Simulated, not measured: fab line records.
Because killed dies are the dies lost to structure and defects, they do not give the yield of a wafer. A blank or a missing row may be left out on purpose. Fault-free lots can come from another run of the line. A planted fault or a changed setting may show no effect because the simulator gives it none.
Which of the tools did it? + flow sky130 + 36 wafers from 12 lots sampled at 5 of the route's 708 steps

== WHAT THE GAUGES READ, wafer by wafer ==
SKY_VT_ADJUST_LVTN_TW_MEAS_10. Usual: VT_ADJUST_LVTN_TW gives 242.2 (standard deviation 1.8).
| lot  | measured     | on           | VT_ADJUST_LVTN_TW | flag |
|------|--------------|--------------|-------------------|------|
| L606 | day 7 00:08  | filmMetro-04 | 243.4 242.7 243.2 |      |
| L607 | day 7 11:04  | filmMetro-01 | 242.6 244.7 244.2 |      |
| L609 | day 7 21:24  | filmMetro-04 | 243.0 243.2 244.0 |      |
| L611 | day 8 12:47  | filmMetro-03 | 240.1 239.4 239.2 |      |
| L612 | day 8 17:47  | filmMetro-03 | 238.1 238.4 238.7 |      |
| L613 | day 9 00:39  | filmMetro-04 | 242.9 245.0 245.1 |      |
| L614 | day 9 06:02  | filmMetro-01 | 242.4 243.1 241.5 |      |
| L615 | day 9 12:09  | filmMetro-03 | 239.9 240.0 239.6 |      |
| L621 | day 11 01:53 | filmMetro-01 | 240.3 240.9 241.5 |      |
| L625 | day 11 23:58 | filmMetro-03 | 238.6 238.8 238.8 |      |
| L628 | day 12 21:44 | filmMetro-04 | 243.2 241.9 242.6 |      |
| L629 | day 13 00:49 | filmMetro-04 | 243.3 244.3 243.4 |      |

SKY_VT_ADJUST_NCORE_CD_MEAS_07: target cd 380 nm. Usual: cdNm at 379.6 nm, with a standard deviation of 2.7.
| lot  | measured     | on       | cdNm (nm)         | flag |
|------|--------------|----------|-------------------|------|
| L606 | day 8 16:58  | cdSem-02 | 382.0 379.8 382.4 |      |
| L607 | day 9 03:54  | cdSem-01 | 378.5 379.4 378.8 |      |
| L609 | day 9 15:16  | cdSem-01 | 381.9 380.6 382.4 |      |
| L611 | day 10 08:06 | cdSem-02 | 378.0 380.7 380.2 |      |
| L612 | day 10 14:37 | cdSem-01 | 375.6 376.5 375.7 |      |
| L613 | day 10 19:34 | cdSem-02 | 378.0 375.9 379.1 |      |
| L614 | day 11 02:28 | cdSem-01 | 362.6 381.5 379.1 |      |
| L615 | day 11 09:20 | cdSem-01 | 364.9 381.7 380.7 |      |
| L621 | day 12 23:06 | cdSem-01 | 377.5 376.3 377.7 |      |
| L625 | day 13 23:59 | cdSem-02 | 381.0 379.3 382.0 |      |
| L628 | day 15 00:19 | cdSem-01 | 377.7 377.0 376.9 |      |
| L629 | day 15 04:35 | cdSem-01 | 380.2 375.7 377.0 |      |

SKY_VT_ADJUST_HVTR_TW_MEAS_11. Usual: VT_ADJUST_HVTR_TW gives 210.5 (standard deviation 1.3).
| lot  | measured     | on           | VT_ADJUST_HVTR_TW | flag |
|------|--------------|--------------|-------------------|------|
| L606 | day 9 14:44  | filmMetro-02 | 212.7 212.1 211.8 |      |
| L607 | day 10 03:08 | filmMetro-01 | 212.0 211.1 211.5 |      |
| L609 | day 10 14:55 | filmMetro-01 | 213.5 212.4 213.5 |      |
| L611 | day 11 06:43 | filmMetro-03 | 208.3 208.4 209.8 |      |
| L612 | day 11 13:26 | filmMetro-01 | 210.8 212.3 210.6 |      |
| L613 | day 11 18:10 | filmMetro-02 | 211.7 210.1 211.7 |      |
| L614 | day 12 01:12 | filmMetro-02 | 209.9 211.1 210.8 |      |
| L615 | day 12 08:35 | filmMetro-01 | 211.6 209.6 210.2 |      |
| L621 | day 14 00:53 | filmMetro-01 | 212.7 211.1 210.9 |      |
| L625 | day 15 02:40 | filmMetro-03 | 210.4 210.6 209.7 |      |
| L628 | day 16 05:11 | filmMetro-03 | 209.1 208.8 207.8 |      |
| L629 | day 16 08:58 | filmMetro-03 | 209.2 208.4 208.9 |      |

== EACH LOT AND THE TOOL THAT RAN IT (in order: tool; ch and the chambers of the sampled wafers; start) ==
| lot  | SKY_VT_ADJUST_LVTN_STRIP_09         | SKY_VT_ADJUST_NCORE_EXPOSE_04      |
|------|-------------------------------------|------------------------------------|
| L606 | plasmaAsher-03 ch 0, day 7 00:02    | ilineStepper-01 ch 0, day 8 06:48  |
| L607 | plasmaAsher-01 ch 0, day 7 10:57    | ilineStepper-02 ch 0, day 8 17:49  |
| L609 | plasmaAsher-01 ch 0,1, day 7 21:17  | ilineStepper-01 ch 0, day 9 05:11  |
| L611 | plasmaAsher-01 ch 0,1, day 8 12:41  | ilineStepper-02 ch 0, day 9 20:20  |
| L612 | plasmaAsher-04 ch 0,1, day 8 17:41  | ilineStepper-01 ch 0, day 10 03:16 |
| L613 | plasmaAsher-04 ch 0,1, day 9 00:32  | ilineStepper-02 ch 0, day 10 08:56 |
| L614 | plasmaAsher-04 ch 0,1, day 9 05:56  | ilineStepper-02 ch 0, day 10 15:49 |
| L615 | plasmaAsher-01 ch 0,1, day 9 12:03  | ilineStepper-02 ch 0, day 10 22:20 |
| L621 | plasmaAsher-01 ch 0,1, day 11 01:47 | ilineStepper-01 ch 0, day 12 12:14 |
| L625 | plasmaAsher-03 ch 0,1, day 11 23:53 | ilineStepper-01 ch 0, day 13 11:50 |
| L628 | plasmaAsher-04 ch 0,1, day 12 21:38 | ilineStepper-01 ch 0, day 14 11:56 |
| L629 | plasmaAsher-01 ch 0,1, day 13 00:42 | ilineStepper-01 ch 0, day 14 16:14 |
- SKY_VT_ADJUST_LVTN_STRIP_09: strips in O2/N2.
- SKY_VT_ADJUST_NCORE_EXPOSE_04: exposes mask LVTN COMPLEMENT THIN, target cd 380 nm.

== AS READ BY THE TOOLS THEMSELVES (means over the sampled wafers that have a number; for cases with no such wafer, the mark the record gives instead) ==
SKY_VT_ADJUST_LVTN_STRIP_09. Usual: drypumpMotorCurrentA 5.8 A, standard deviation 0.54; oesProductAu 0.723 a.u., standard deviation 0.0042; stripTimeToEndpointS 36.88 s, standard deviation 0.11.
| lot  | tool           | drypumpMotorCurrentA (A) | oesProductAu (a.u.) | stripTimeToEndpointS (s) | flag |
|------|----------------|--------------------------|---------------------|--------------------------|------|
| L606 | plasmaAsher-03 | 6.3                      | 0.722               | 36.80                    |      |
| L607 | plasmaAsher-01 | 5.2                      | 0.724               | 36.85                    |      |
| L609 | plasmaAsher-01 | 5.4                      | 0.722               | 36.78                    |      |
| L611 | plasmaAsher-01 | 5.4                      | 0.722               | 36.89                    |      |
| L612 | plasmaAsher-04 | 5.6                      | 0.724               | 37.09                    |      |
| L613 | plasmaAsher-04 | 5.9                      | 0.721               | 36.95                    |      |
| L614 | plasmaAsher-04 | 5.6                      | 0.721               | 36.97                    |      |
| L615 | plasmaAsher-01 | 5.3                      | 0.723               | 37.02                    |      |
| L621 | plasmaAsher-01 | 5.5                      | 0.719               | 36.80                    |      |
| L625 | plasmaAsher-03 | 6.3                      | 0.717               | 36.65                    |      |
| L628 | plasmaAsher-04 | 5.6                      | 0.723               | 36.79                    |      |
| L629 | plasmaAsher-01 | 5.5                      | 0.724               | 37.03                    |      |

SKY_VT_ADJUST_NCORE_EXPOSE_04. Usual: focusOffsetNm at 0.0 nm, with a standard deviation of 0.51.
| lot  | tool            | focusOffsetNm (nm) | flag |
|------|-----------------|--------------------|------|
| L606 | ilineStepper-01 | 0.4                |      |
| L607 | ilineStepper-02 | -0.6               |      |
| L609 | ilineStepper-01 | 0.1                |      |
| L611 | ilineStepper-02 | 0.3                |      |
| L612 | ilineStepper-01 | -0.3               |      |
| L613 | ilineStepper-02 | 0.1                |      |
| L614 | ilineStepper-02 | -0.0               |      |
| L615 | ilineStepper-02 | 0.6                |      |
| L621 | ilineStepper-01 | 0.1                |      |
| L625 | ilineStepper-01 | 0.1                |      |
| L628 | ilineStepper-01 | -0.2               |      |
| L629 | ilineStepper-01 | 0.3                |      |

== THE ANSWER, worked out from the rows above alone ==
Rule: lot off if the mean of its wafers having a number is beyond 3 standard deviations from the usual mean. Also off: a lot with no number at a reading for which 4 or more lots have one. The other lots that the step has rows for count as sound. First the gauges in route order, then the tools' own readings, where a lot's mean is used as printed above. The first step at which some lot is off is used, and at that step the reading that is off furthest; a lot without a number counts as furthest.
None of the lots is off at any reading shown; this tells nothing.

== WHAT HAD BEEN PUT IN BY THE SIMULATOR ==
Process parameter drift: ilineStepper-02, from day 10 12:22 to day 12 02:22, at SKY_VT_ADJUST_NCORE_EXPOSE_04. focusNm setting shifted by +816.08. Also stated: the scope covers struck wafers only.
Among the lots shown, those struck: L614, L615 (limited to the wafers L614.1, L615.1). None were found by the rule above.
